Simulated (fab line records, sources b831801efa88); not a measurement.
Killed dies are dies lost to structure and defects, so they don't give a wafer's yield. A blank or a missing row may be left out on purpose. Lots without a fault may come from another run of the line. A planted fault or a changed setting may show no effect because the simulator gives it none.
Which tool did it? | flow gf180mcu | 7 lots, 21 wafers sampled, at 4 steps of a route of 602

WHAT THE GAUGES READ, wafer by wafer
GF_M5_CD_MEAS_07: target cd 280 nm.
lot  | measured     | on        | cd_nm (nm)
L172 | day 26 11:01 | cd_sem-02 | 278.1 278.7 278.4
L177 | day 28 04:14 | cd_sem-01 | 280.4 281.4 280.1
L179 | day 29 08:59 | cd_sem-02 | 278.6 278.3 278.4
L182 | day 30 02:19 | cd_sem-02 | 279.5 278.9 278.9
L184 | day 30 10:22 | cd_sem-02 | - - -
L191 | day 31 15:56 | cd_sem-02 | 279.9 280.0 279.1
L193 | day 32 04:28 | cd_sem-01 | 280.1 279.4 280.1

WHICH TOOL RAN EACH LOT (tool, then ch and the chambers of the sampled wafers, then the start)
lot  | GF_V4_CMP_26                  | GF_MIM_SPUTTER_09            | GF_M5_EXPOSE_04
L172 | cmp-01 ch 0,2,3, day 24 16:39 | pvd_sputter-01, day 24 17:20 | krf_scanner-02 ch 0, day 26 01:25
L177 | cmp-01 ch 2,3, day 26 11:55   | pvd_sputter-02, day 26 12:33 | krf_scanner-01 ch 0, day 27 18:52
L179 | cmp-02 ch 0,1,2, day 27 17:53 | pvd_sputter-04, day 27 18:34 | krf_scanner-01 ch 0, day 28 23:35
L182 | cmp-01 ch 2,3, day 28 12:11   | pvd_sputter-04, day 28 12:52 | krf_scanner-02 ch 0, day 29 16:25
L184 | cmp-02 ch 0,1,3, day 28 19:26 | pvd_sputter-01, day 28 20:07 | krf_scanner-02, day 30 01:57
L191 | cmp-02 ch 0,1,3, day 30 04:02 | pvd_sputter-02, day 30 04:37 | krf_scanner-01 ch 0, day 31 07:05
L193 | cmp-02 ch 0,1,2, day 30 16:36 | pvd_sputter-01, day 30 17:17 | krf_scanner-01 ch 0, day 31 20:32
- GF_V4_CMP_26: polishes, stops on SiO2, t overpolish 15 s, target thk 0 nm.
- GF_MIM_SPUTTER_09: material TiN, target thk 35 nm, time 29.2 s.
- GF_M5_EXPOSE_04: exposes mask Metal5, target cd 280 nm.

THE ANSWER, worked out from the rows above alone
Rule: what is usual is taken from the lots themselves. Put in order of their means at a reading, lots are off if they are a third of the lots or fewer, leave a main group of 4 or more, and stand apart from it by a gap of 3 or more times the standard deviation of the main group's means; of several such gaps the widest counts. A main group whose means are all the same, to the digits that the tables above print for the reading, isn't used. A lot without any number at a reading at which 4 lots or more have one is off too. The other lots that the step has rows for count as sound.
Off: L184, at GF_M5_CD_MEAS_07 (cd_nm). Without a number there: L184. The main group: mean 279.4 nm, standard deviation 0.8.
A tool fits if, at a process step before that reading, it ran every lot that is off, and no sound lot after the first of them. The gauges at GF_M5_CD_MEAS_07 are tried like those tools. One fits: krf_scanner-02 at GF_M5_EXPOSE_04. Its last sound lot is L182 (day 29 16:25), its first lot that is off L184 (day 30 01:57): a fault that began between those two fits.

WHAT THE SIMULATOR HAD PUT IN
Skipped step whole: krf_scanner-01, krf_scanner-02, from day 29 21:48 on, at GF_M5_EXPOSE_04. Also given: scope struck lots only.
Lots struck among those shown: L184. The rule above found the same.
